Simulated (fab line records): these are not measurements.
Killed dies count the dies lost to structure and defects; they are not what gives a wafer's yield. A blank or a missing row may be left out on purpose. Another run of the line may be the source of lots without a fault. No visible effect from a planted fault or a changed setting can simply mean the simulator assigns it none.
Which tool is to blame? :: flow sky130 :: 24 lots with 72 wafers sampled at 6 steps, on a route of 708 steps

WHAT THE GAUGES SHOWED, per wafer
SKY_VIA1_BOW_MEAS_03. Usual: for VIA1_BOW the level is 80 um and the standard deviation is 7.7.
lot: L074
measured: day 32 23:13
on: film metro-02
VIA1_BOW (um): 91 79 76
flag: 

lot: L075
measured: day 33 09:26
on: film metro-03
VIA1_BOW (um): 88 82 73
flag: 

lot: L076
measured: day 33 13:14
on: film metro-04
VIA1_BOW (um): 85 84 86
flag: 

lot: L077
measured: day 34 05:28
on: film metro-02
VIA1_BOW (um): 84 76 80
flag: 

lot: L079
measured: day 35 01:59
on: film metro-02
VIA1_BOW (um): 85 74 67
flag: 

lot: L078
measured: day 35 02:55
on: film metro-02
VIA1_BOW (um): 66 74 76
flag: 

lot: L080
measured: day 35 08:46
on: film metro-02
VIA1_BOW (um): 85 65 78
flag: 

lot: L081
measured: day 35 10:04
on: film metro-02
VIA1_BOW (um): 80 75 77
flag: 

lot: L082
measured: day 35 13:09
on: film metro-04
VIA1_BOW (um): 70 82 76
flag: 

lot: L083
measured: day 36 00:09
on: film metro-02
VIA1_BOW (um): 92 95 80
flag: 

lot: L084
measured: day 36 10:29
on: film metro-03
VIA1_BOW (um): 86 77 76
flag: 

lot: L085
measured: day 36 15:02
on: film metro-02
VIA1_BOW (um): 72 86 73
flag: 

lot: L087
measured: day 36 23:09
on: film metro-03
VIA1_BOW (um): 77 86 80
flag: 

lot: L086
measured: day 36 23:04
on: film metro-04
VIA1_BOW (um): 84 86 76
flag: 

lot: L088
measured: day 37 10:50
on: film metro-03
VIA1_BOW (um): 92 81 80
flag: 

lot: L089
measured: day 37 11:48
on: film metro-03
VIA1_BOW (um): 82 79 88
flag: 

lot: L090
measured: day 38 02:49
on: film metro-04
VIA1_BOW (um): 72 81 64
flag: 

lot: L091
measured: day 38 08:23
on: film metro-04
VIA1_BOW (um): 100 82 74
flag: 

lot: L092
measured: day 38 14:53
on: film metro-03
VIA1_BOW (um): 73 81 68
flag: 

lot: L093
measured: day 38 22:46
on: film metro-04
VIA1_BOW (um): 72 88 77
flag: 

lot: L095
measured: day 39 10:10
on: film metro-04
VIA1_BOW (um): 78 71 82
flag: 

lot: L094
measured: day 39 11:41
on: film metro-03
VIA1_BOW (um): 82 84 76
flag: 

lot: L096
measured: day 39 22:08
on: film metro-04
VIA1_BOW (um): 67 74 76
flag: 

lot: L097
measured: day 40 02:58
on: film metro-04
VIA1_BOW (um): 79 88 81
flag: 

SKY_VIA3_CD_MEAS_12: target cd 200 nm. Usual: 200.0 nm for cd nm, sd 1.4.
lot: L074
measured: day 39 17:58
on: cd sem-02
cd nm (nm): 197.8 199.1 198.9
flag: 

lot: L075
measured: day 40 03:20
on: cd sem-01
cd nm (nm): 198.2 199.7 200.8
flag: 

lot: L076
measured: day 40 07:18
on: cd sem-02
cd nm (nm): 198.5 198.3 199.9
flag: 

lot: L077
measured: day 40 22:40
on: cd sem-01
cd nm (nm): 200.7 202.6 199.3
flag: 

lot: L079
measured: day 41 17:31
on: cd sem-01
cd nm (nm): 199.8 201.1 200.2
flag: 

lot: L078
measured: day 41 20:11
on: cd sem-01
cd nm (nm): 200.9 200.7 201.1
flag: 

lot: L080
measured: day 41 22:34
on: cd sem-02
cd nm (nm): 199.7 200.0 199.4
flag: 

lot: L081
measured: day 41 23:48
on: cd sem-01
cd nm (nm): 199.6 199.8 198.9
flag: 

lot: L082
measured: day 42 01:51
on: cd sem-02
cd nm (nm): 199.4 199.3 200.9
flag: 

lot: L083
measured: day 42 13:00
on: cd sem-02
cd nm (nm): 200.6 198.6 200.6
flag: 

lot: L084
measured: day 42 22:45
on: cd sem-01
cd nm (nm): 203.5 202.8 203.0
flag: 

lot: L085
measured: day 43 02:09
on: cd sem-02
cd nm (nm): 200.8 200.9 199.9
flag: 

lot: L087
measured: day 43 10:34
on: cd sem-01
cd nm (nm): 201.1 199.7 201.4
flag: 

lot: L086
measured: day 43 08:59
on: cd sem-01
cd nm (nm): 199.5 199.0 198.9
flag: 

lot: L088
measured: day 43 19:01
on: cd sem-02
cd nm (nm): 198.4 198.8 197.9
flag: 

lot: L089
measured: day 43 20:38
on: cd sem-01
cd nm (nm): 199.8 200.3 199.2
flag: 

lot: L090
measured: day 44 10:35
on: cd sem-01
cd nm (nm): 200.3 200.0 200.4
flag: 

lot: L091
measured: day 44 16:17
on: cd sem-02
cd nm (nm): 197.8 198.0 200.2
flag: 

lot: L092
measured: day 44 20:48
on: cd sem-01
cd nm (nm): 200.2 200.8 201.1
flag: 

lot: L093
measured: day 45 03:27
on: cd sem-01
cd nm (nm): 202.1 200.7 201.3
flag: 

lot: L095
measured: day 45 15:11
on: cd sem-01
cd nm (nm): 201.3 201.1 201.2
flag: 

lot: L094
measured: day 45 18:32
on: cd sem-02
cd nm (nm): 198.9 200.4 198.4
flag: 

lot: L096
measured: day 45 22:52
on: cd sem-02
cd nm (nm): 199.3 200.1 197.8
flag: 

lot: L097
measured: day 46 03:44
on: cd sem-01
cd nm (nm): 198.7 200.8 201.4
flag: 

SKY_CAP2M_RS_MEAS_03: the measuring method here is four-point-probe. Usual: for CAP2M_TIN_RS the level is 6.90 ohm/sq and the standard deviation is 0.076.
lot: L074
measured: day 39 19:52
on: film metro-03
CAP2M_TIN_RS (ohm/sq): 6.97 6.78 6.91
flag: 

lot: L075
measured: day 40 05:14
on: film metro-04
CAP2M_TIN_RS (ohm/sq): 6.95 6.86 6.92
flag: 

lot: L076
measured: day 40 09:13
on: film metro-03
CAP2M_TIN_RS (ohm/sq): 7.00 7.11 7.00
flag: 

lot: L077
measured: day 41 00:31
on: film metro-01
CAP2M_TIN_RS (ohm/sq): 6.83 6.89 6.88
flag: 

lot: L079
measured: day 41 19:22
on: film metro-03
CAP2M_TIN_RS (ohm/sq): 6.84 6.84 6.79
flag: 

lot: L078
measured: day 41 22:14
on: film metro-01
CAP2M_TIN_RS (ohm/sq): 6.85 6.84 6.86
flag: 

lot: L080
measured: day 42 00:30
on: film metro-04
CAP2M_TIN_RS (ohm/sq): 6.75 6.68 6.72
flag: 

lot: L081
measured: day 42 01:44
on: film metro-04
CAP2M_TIN_RS (ohm/sq): 6.76 6.86 6.84
flag: 

lot: L082
measured: day 42 03:44
on: film metro-01
CAP2M_TIN_RS (ohm/sq): 6.92 6.80 6.93
flag: 

lot: L083
measured: day 42 14:52
on: film metro-01
CAP2M_TIN_RS (ohm/sq): 6.96 6.93 7.06
flag: 

lot: L084
measured: day 43 00:37
on: film metro-04
CAP2M_TIN_RS (ohm/sq): 6.98 6.93 6.89
flag: 

lot: L085
measured: day 43 04:03
on: film metro-04
CAP2M_TIN_RS (ohm/sq): 6.85 6.88 6.87
flag: 

lot: L087
measured: day 43 12:32
on: film metro-03
CAP2M_TIN_RS (ohm/sq): 6.93 6.82 6.89
flag: 

lot: L086
measured: day 43 10:59
on: film metro-04
CAP2M_TIN_RS (ohm/sq): 6.89 6.84 6.85
flag: 

lot: L088
measured: day 43 21:19
on: film metro-04
CAP2M_TIN_RS (ohm/sq): 6.93 6.82 6.90
flag: 

lot: L089
measured: day 43 22:35
on: film metro-01
CAP2M_TIN_RS (ohm/sq): 6.97 6.97 6.92
flag: 

lot: L090
measured: day 44 12:32
on: film metro-03
CAP2M_TIN_RS (ohm/sq): 6.91 6.90 6.90
flag: 

lot: L091
measured: day 44 18:14
on: film metro-03
CAP2M_TIN_RS (ohm/sq): 7.01 6.88 7.08
flag: 

lot: L092
measured: day 44 22:44
on: film metro-03
CAP2M_TIN_RS (ohm/sq): 6.93 6.96 6.86
flag: 

lot: L093
measured: day 45 05:23
on: film metro-04
CAP2M_TIN_RS (ohm/sq): 6.87 6.92 6.96
flag: 

lot: L095
measured: day 45 17:02
on: film metro-03
CAP2M_TIN_RS (ohm/sq): 6.82 6.97 6.90
flag: 

lot: L094
measured: day 45 20:31
on: film metro-03
CAP2M_TIN_RS (ohm/sq): 6.81 6.92 6.92
flag: 

lot: L096
measured: day 46 00:48
on: film metro-03
CAP2M_TIN_RS (ohm/sq): 7.04 6.93 7.00
flag: 

lot: L097
measured: day 46 05:47
on: film metro-04
CAP2M_TIN_RS (ohm/sq): 6.78 6.88 6.89
flag: 

WHAT TOOL EACH LOT RAN ON (gives the tool, then ch and the chambers of the sampled wafers, and finally the start)
lot: L074
SKY_RES_XHIGH_STRIP_08: plasma asher-01 ch 0, day 26 20:13
SKY_VIA1_SPUTTER_20: pvd sputter-03, day 34 02:46
SKY_CAPM_STRIP_14: plasma asher-02 ch 0, day 37 13:31

lot: L075
SKY_RES_XHIGH_STRIP_08: plasma asher-03 ch 0,1, day 27 06:57
SKY_VIA1_SPUTTER_20: pvd sputter-04, day 34 13:29
SKY_CAPM_STRIP_14: plasma asher-01 ch 0,1, day 37 22:43

lot: L076
SKY_RES_XHIGH_STRIP_08: plasma asher-04 ch 0,1, day 27 13:38
SKY_VIA1_SPUTTER_20: pvd sputter-01, day 34 16:41
SKY_CAPM_STRIP_14: plasma asher-03 ch 0,1, day 38 01:58

lot: L077
SKY_RES_XHIGH_STRIP_08: plasma asher-04 ch 1, day 28 05:51
SKY_VIA1_SPUTTER_20: pvd sputter-01, day 35 09:34
SKY_CAPM_STRIP_14: plasma asher-01 ch 0,1, day 38 19:54

lot: L079
SKY_RES_XHIGH_STRIP_08: plasma asher-01 ch 0,1, day 29 00:30
SKY_VIA1_SPUTTER_20: pvd sputter-04, day 36 05:38
SKY_CAPM_STRIP_14: plasma asher-02 ch 0,1, day 39 13:45

lot: L078
SKY_RES_XHIGH_STRIP_08: plasma asher-04 ch 0,1, day 29 00:50
SKY_VIA1_SPUTTER_20: pvd sputter-01, day 36 06:55
SKY_CAPM_STRIP_14: plasma asher-01 ch 0,1, day 39 16:34

lot: L080
SKY_RES_XHIGH_STRIP_08: plasma asher-04 ch 0, day 29 07:45
SKY_VIA1_SPUTTER_20: pvd sputter-03, day 36 12:14
SKY_CAPM_STRIP_14: plasma asher-02 ch 0,1, day 39 19:58

lot: L081
SKY_RES_XHIGH_STRIP_08: plasma asher-01 ch 0, day 29 10:42
SKY_VIA1_SPUTTER_20: pvd sputter-01, day 36 13:49
SKY_CAPM_STRIP_14: plasma asher-01 ch 1, day 39 21:43

lot: L082
SKY_RES_XHIGH_STRIP_08: plasma asher-01 ch 0,1, day 29 14:25
SKY_VIA1_SPUTTER_20: pvd sputter-03, day 36 16:11
SKY_CAPM_STRIP_14: plasma asher-03 ch 0,1, day 39 23:01

lot: L083
SKY_RES_XHIGH_STRIP_08: plasma asher-04 ch 0,1, day 30 01:58
SKY_VIA1_SPUTTER_20: pvd sputter-04, day 37 02:29
SKY_CAPM_STRIP_14: plasma asher-01 ch 0,1, day 40 11:03

lot: L084
SKY_RES_XHIGH_STRIP_08: plasma asher-04 ch 0,1, day 30 12:43
SKY_VIA1_SPUTTER_20: pvd sputter-04, day 37 12:23
SKY_CAPM_STRIP_14: plasma asher-03 ch 0,1, day 40 19:39

lot: L085
SKY_RES_XHIGH_STRIP_08: plasma asher-01 ch 0,1, day 30 16:26
SKY_VIA1_SPUTTER_20: pvd sputter-01, day 37 17:25
SKY_CAPM_STRIP_14: plasma asher-03 ch 0,1, day 41 00:55

lot: L087
SKY_RES_XHIGH_STRIP_08: plasma asher-01 ch 0,1, day 31 01:53
SKY_VIA1_SPUTTER_20: pvd sputter-01, day 38 01:56
SKY_CAPM_STRIP_14: plasma asher-03 ch 0,1, day 41 09:12

lot: L086
SKY_RES_XHIGH_STRIP_08: plasma asher-01 ch 0,1, day 31 02:59
SKY_VIA1_SPUTTER_20: pvd sputter-04, day 38 01:33
SKY_CAPM_STRIP_14: plasma asher-03 ch 0,1, day 41 08:30

lot: L088
SKY_RES_XHIGH_STRIP_08: plasma asher-01 ch 0,1, day 31 13:57
SKY_VIA1_SPUTTER_20: pvd sputter-01, day 38 13:30
SKY_CAPM_STRIP_14: plasma asher-02 ch 0,1, day 41 19:38

lot: L089
SKY_RES_XHIGH_STRIP_08: plasma asher-03 ch 0,1, day 31 17:34
SKY_VIA1_SPUTTER_20: pvd sputter-03, day 38 15:07
SKY_CAPM_STRIP_14: plasma asher-02 ch 0,1, day 41 20:34

lot: L090
SKY_RES_XHIGH_STRIP_08: plasma asher-01 ch 0,1, day 32 06:31
SKY_VIA1_SPUTTER_20: pvd sputter-04, day 39 05:23
SKY_CAPM_STRIP_14: plasma asher-02 ch 0,1, day 42 10:54

lot: L091
SKY_RES_XHIGH_STRIP_08: plasma asher-01 ch 0,1, day 32 15:02
SKY_VIA1_SPUTTER_20: pvd sputter-01, day 39 10:35
SKY_CAPM_STRIP_14: plasma asher-02 ch 0,1, day 42 16:11

lot: L092
SKY_RES_XHIGH_STRIP_08: plasma asher-01 ch 0,1, day 32 20:37
SKY_VIA1_SPUTTER_20: pvd sputter-01, day 39 17:13
SKY_CAPM_STRIP_14: plasma asher-02 ch 0,1, day 42 21:40

lot: L093
SKY_RES_XHIGH_STRIP_08: plasma asher-03 ch 0,1, day 33 03:44
SKY_VIA1_SPUTTER_20: pvd sputter-03, day 40 00:40
SKY_CAPM_STRIP_14: plasma asher-03 ch 0,1, day 43 04:40

lot: L095
SKY_RES_XHIGH_STRIP_08: plasma asher-03 ch 0,1, day 33 16:16
SKY_VIA1_SPUTTER_20: pvd sputter-01, day 40 11:54
SKY_CAPM_STRIP_14: plasma asher-02 ch 0,1, day 43 16:40

lot: L094
SKY_RES_XHIGH_STRIP_08: plasma asher-01 ch 0,1, day 33 19:00
SKY_VIA1_SPUTTER_20: pvd sputter-01, day 40 13:32
SKY_CAPM_STRIP_14: plasma asher-01 ch 0,1, day 43 20:16

lot: L096
SKY_RES_XHIGH_STRIP_08: plasma asher-03 ch 0,1, day 34 04:14
SKY_VIA1_SPUTTER_20: pvd sputter-01, day 40 22:59
SKY_CAPM_STRIP_14: plasma asher-03 ch 0,1, day 44 01:34

lot: L097
SKY_RES_XHIGH_STRIP_08: plasma asher-04 ch 0,1, day 34 09:52
SKY_VIA1_SPUTTER_20: pvd sputter-01, day 41 04:16
SKY_CAPM_STRIP_14: plasma asher-03 ch 0,1, day 44 06:07
- SKY_RES_XHIGH_STRIP_08: strips in O2/N2.
- SKY_VIA1_SPUTTER_20: material TiN, target thk 20 nm, time 80 s.
- SKY_CAPM_STRIP_14: strips in O2/N2.

WHAT THE TOOLS THEMSELVES READ (means of the sampled wafers that have a number; where no wafer has one, the mark that the record gives instead)
SKY_RES_XHIGH_STRIP_08. Usual: drypump motor current A 5.7 A, standard deviation 0.54; oes product au 0.711 a.u., standard deviation 0.0046; strip time to endpoint s 14.29 s, standard deviation 0.038.
lot: L074
tool: plasma asher-01
drypump motor current A (A): 5.5
oes product au (a.u.): 0.709
strip time to endpoint s (s): 14.32
flag: 

lot: L075
tool: plasma asher-03
drypump motor current A (A): 6.4
oes product au (a.u.): 0.712
strip time to endpoint s (s): 14.27
flag: 

lot: L076
tool: plasma asher-04
drypump motor current A (A): 6.0
oes product au (a.u.): 0.710
strip time to endpoint s (s): 14.27
flag: 

lot: L077
tool: plasma asher-04
drypump motor current A (A): 6.4
oes product au (a.u.): 0.709
strip time to endpoint s (s): 14.28
flag: 

lot: L079
tool: plasma asher-01
drypump motor current A (A): 5.3
oes product au (a.u.): 0.712
strip time to endpoint s (s): 14.30
flag: 

lot: L078
tool: plasma asher-04
drypump motor current A (A): 5.6
oes product au (a.u.): 0.711
strip time to endpoint s (s): 14.30
flag: 

lot: L080
tool: plasma asher-04
drypump motor current A (A): 5.2
oes product au (a.u.): 0.718
strip time to endpoint s (s): 14.24
flag: 

lot: L081
tool: plasma asher-01
drypump motor current A (A): 5.5
oes product au (a.u.): 0.709
strip time to endpoint s (s): 14.35
flag: 

lot: L082
tool: plasma asher-01
drypump motor current A (A): 5.3
oes product au (a.u.): 0.712
strip time to endpoint s (s): 14.37
flag: 

lot: L083
tool: plasma asher-04
drypump motor current A (A): 6.0
oes product au (a.u.): 0.711
strip time to endpoint s (s): 14.27
flag: 

lot: L084
tool: plasma asher-04
drypump motor current A (A): 6.0
oes product au (a.u.): 0.709
strip time to endpoint s (s): 14.31
flag: 

lot: L085
tool: plasma asher-01
drypump motor current A (A): 5.3
oes product au (a.u.): 0.710
strip time to endpoint s (s): 14.25
flag: 

lot: L087
tool: plasma asher-01
drypump motor current A (A): 5.2
oes product au (a.u.): 0.708
strip time to endpoint s (s): 14.32
flag: 

lot: L086
tool: plasma asher-01
drypump motor current A (A): 5.3
oes product au (a.u.): 0.708
strip time to endpoint s (s): 14.32
flag: 

lot: L088
tool: plasma asher-01
drypump motor current A (A): 5.3
oes product au (a.u.): 0.714
strip time to endpoint s (s): 14.27
flag: 

lot: L089
tool: plasma asher-03
drypump motor current A (A): 6.2
oes product au (a.u.): 0.708
strip time to endpoint s (s): 14.34
flag: 

lot: L090
tool: plasma asher-01
drypump motor current A (A): 5.4
oes product au (a.u.): 0.711
strip time to endpoint s (s): 14.30
flag: 

lot: L091
tool: plasma asher-01
drypump motor current A (A): 5.4
oes product au (a.u.): 0.713
strip time to endpoint s (s): 14.30
flag: 

lot: L092
tool: plasma asher-01
drypump motor current A (A): 5.4
oes product au (a.u.): 0.710
strip time to endpoint s (s): 14.29
flag: 

lot: L093
tool: plasma asher-03
drypump motor current A (A): 6.2
oes product au (a.u.): 0.711
strip time to endpoint s (s): 14.27
flag: 

lot: L095
tool: plasma asher-03
drypump motor current A (A): 6.4
oes product au (a.u.): 0.706
strip time to endpoint s (s): 14.29
flag: 

lot: L094
tool: plasma asher-01
drypump motor current A (A): 5.3
oes product au (a.u.): 0.715
strip time to endpoint s (s): 14.26
flag: 

lot: L096
tool: plasma asher-03
drypump motor current A (A): 6.4
oes product au (a.u.): 0.712
strip time to endpoint s (s): 14.31
flag: 

lot: L097
tool: plasma asher-04
drypump motor current A (A): 5.6
oes product au (a.u.): 0.707
strip time to endpoint s (s): 14.29
flag: 

SKY_VIA1_SPUTTER_20. Usual: 30.4 % for throttle valve pct, sd 1.
lot: L074
tool: pvd sputter-03
throttle valve pct (%): 29.2
flag: 

lot: L075
tool: pvd sputter-04
throttle valve pct (%): 30.2
flag: 

lot: L076
tool: pvd sputter-01
throttle valve pct (%): 30.5
flag: 

lot: L077
tool: pvd sputter-01
throttle valve pct (%): 30.5
flag: 

lot: L079
tool: pvd sputter-04
throttle valve pct (%): 29.4
flag: 

lot: L078
tool: pvd sputter-01
throttle valve pct (%): 31.0
flag: 

lot: L080
tool: pvd sputter-03
throttle valve pct (%): 29.1
flag: 

lot: L081
tool: pvd sputter-01
throttle valve pct (%): 30.9
flag: 

lot: L082
tool: pvd sputter-03
throttle valve pct (%): 30.1
flag: 

lot: L083
tool: pvd sputter-04
throttle valve pct (%): 30.0
flag: 

lot: L084
tool: pvd sputter-04
throttle valve pct (%): 30.2
flag: 

lot: L085
tool: pvd sputter-01
throttle valve pct (%): 31.5
flag: 

lot: L087
tool: pvd sputter-01
throttle valve pct (%): 31.0
flag: 

lot: L086
tool: pvd sputter-04
throttle valve pct (%): 30.2
flag: 

lot: L088
tool: pvd sputter-01
throttle valve pct (%): 31.6
flag: 

lot: L089
tool: pvd sputter-03
throttle valve pct (%): 29.8
flag: 

lot: L090
tool: pvd sputter-04
throttle valve pct (%): 29.8
flag: 

lot: L091
tool: pvd sputter-01
throttle valve pct (%): 30.6
flag: 

lot: L092
tool: pvd sputter-01
throttle valve pct (%): 31.2
flag: 

lot: L093
tool: pvd sputter-03
throttle valve pct (%): 29.6
flag: 

lot: L095
tool: pvd sputter-01
throttle valve pct (%): 31.3
flag: 

lot: L094
tool: pvd sputter-01
throttle valve pct (%): 31.0
flag: 

lot: L096
tool: pvd sputter-01
throttle valve pct (%): 31.0
flag: 

lot: L097
tool: pvd sputter-01
throttle valve pct (%): 31.9
flag: 

SKY_CAPM_STRIP_14. Usual: drypump motor current A 5.9 A, standard deviation 0.41; oes product au 0.710 a.u., standard deviation 0.0042; strip time to endpoint s 12.64 s, standard deviation 0.046.
lot: L074
tool: plasma asher-02
drypump motor current A (A): 5.9
oes product au (a.u.): 0.707
strip time to endpoint s (s): 12.67
flag: 

lot: L075
tool: plasma asher-01
drypump motor current A (A): 5.4
oes product au (a.u.): 0.706
strip time to endpoint s (s): 12.63
flag: 

lot: L076
tool: plasma asher-03
drypump motor current A (A): 6.2
oes product au (a.u.): 0.705
strip time to endpoint s (s): 12.63
flag: 

lot: L077
tool: plasma asher-01
drypump motor current A (A): 5.4
oes product au (a.u.): 0.709
strip time to endpoint s (s): 12.62
flag: 

lot: L079
tool: plasma asher-02
drypump motor current A (A): 5.9
oes product au (a.u.): 0.706
strip time to endpoint s (s): 12.55
flag: 

lot: L078
tool: plasma asher-01
drypump motor current A (A): 5.4
oes product au (a.u.): 0.710
strip time to endpoint s (s): 12.62
flag: 

lot: L080
tool: plasma asher-02
drypump motor current A (A): 5.9
oes product au (a.u.): 0.705
strip time to endpoint s (s): 12.67
flag: 

lot: L081
tool: plasma asher-01
drypump motor current A (A): 5.2
oes product au (a.u.): 0.710
strip time to endpoint s (s): 12.65
flag: 

lot: L082
tool: plasma asher-03
drypump motor current A (A): 6.2
oes product au (a.u.): 0.710
strip time to endpoint s (s): 12.62
flag: 

lot: L083
tool: plasma asher-01
drypump motor current A (A): 5.3
oes product au (a.u.): 0.713
strip time to endpoint s (s): 12.63
flag: 

lot: L084
tool: plasma asher-03
drypump motor current A (A): 6.4
oes product au (a.u.): 0.712
strip time to endpoint s (s): 12.63
flag: 

lot: L085
tool: plasma asher-03
drypump motor current A (A): 6.2
oes product au (a.u.): 0.705
strip time to endpoint s (s): 12.64
flag: 

lot: L087
tool: plasma asher-03
drypump motor current A (A): 6.2
oes product au (a.u.): 0.710
strip time to endpoint s (s): 12.67
flag: 

lot: L086
tool: plasma asher-03
drypump motor current A (A): 6.3
oes product au (a.u.): 0.706
strip time to endpoint s (s): 12.67
flag: 

lot: L088
tool: plasma asher-02
drypump motor current A (A): 5.9
oes product au (a.u.): 0.710
strip time to endpoint s (s): 12.63
flag: 

lot: L089
tool: plasma asher-02
drypump motor current A (A): 5.9
oes product au (a.u.): 0.707
strip time to endpoint s (s): 12.63
flag: 

lot: L090
tool: plasma asher-02
drypump motor current A (A): 5.9
oes product au (a.u.): 0.710
strip time to endpoint s (s): 12.65
flag: 

lot: L091
tool: plasma asher-02
drypump motor current A (A): 5.9
oes product au (a.u.): 0.711
strip time to endpoint s (s): 12.65
flag: 

lot: L092
tool: plasma asher-02
drypump motor current A (A): 5.9
oes product au (a.u.): 0.713
strip time to endpoint s (s): 12.69
flag: 

lot: L093
tool: plasma asher-03
drypump motor current A (A): 6.2
oes product au (a.u.): 0.711
strip time to endpoint s (s): 12.61
flag: 

lot: L095
tool: plasma asher-02
drypump motor current A (A): 5.9
oes product au (a.u.): 0.709
strip time to endpoint s (s): 12.61
flag: 

lot: L094
tool: plasma asher-01
drypump motor current A (A): 5.3
oes product au (a.u.): 0.710
strip time to endpoint s (s): 12.74
flag: 

lot: L096
tool: plasma asher-03
drypump motor current A (A): 6.4
oes product au (a.u.): 0.707
strip time to endpoint s (s): 12.76
flag: 

lot: L097
tool: plasma asher-03
drypump motor current A (A): 6.2
oes product au (a.u.): 0.709
strip time to endpoint s (s): 12.60
flag: 

THE ANSWER, worked out from the rows above alone
Rule: a lot counts as off when the mean over its wafers that have a number is more than 3 standard deviations away from the usual mean. Also off: a lot with no number at a reading for which 4 or more lots have one. Where the step has rows for the other lots, those lots are counted as sound. First the gauges in route order, then the tools' own readings, where a lot's mean is used as printed above. At the first step where some lot is off, the reading lying furthest off is the one used; lots without a number count as furthest.
None of the lots is off at any reading shown; this tells nothing.

WHAT HAD BEEN PUT IN BY THE SIMULATOR
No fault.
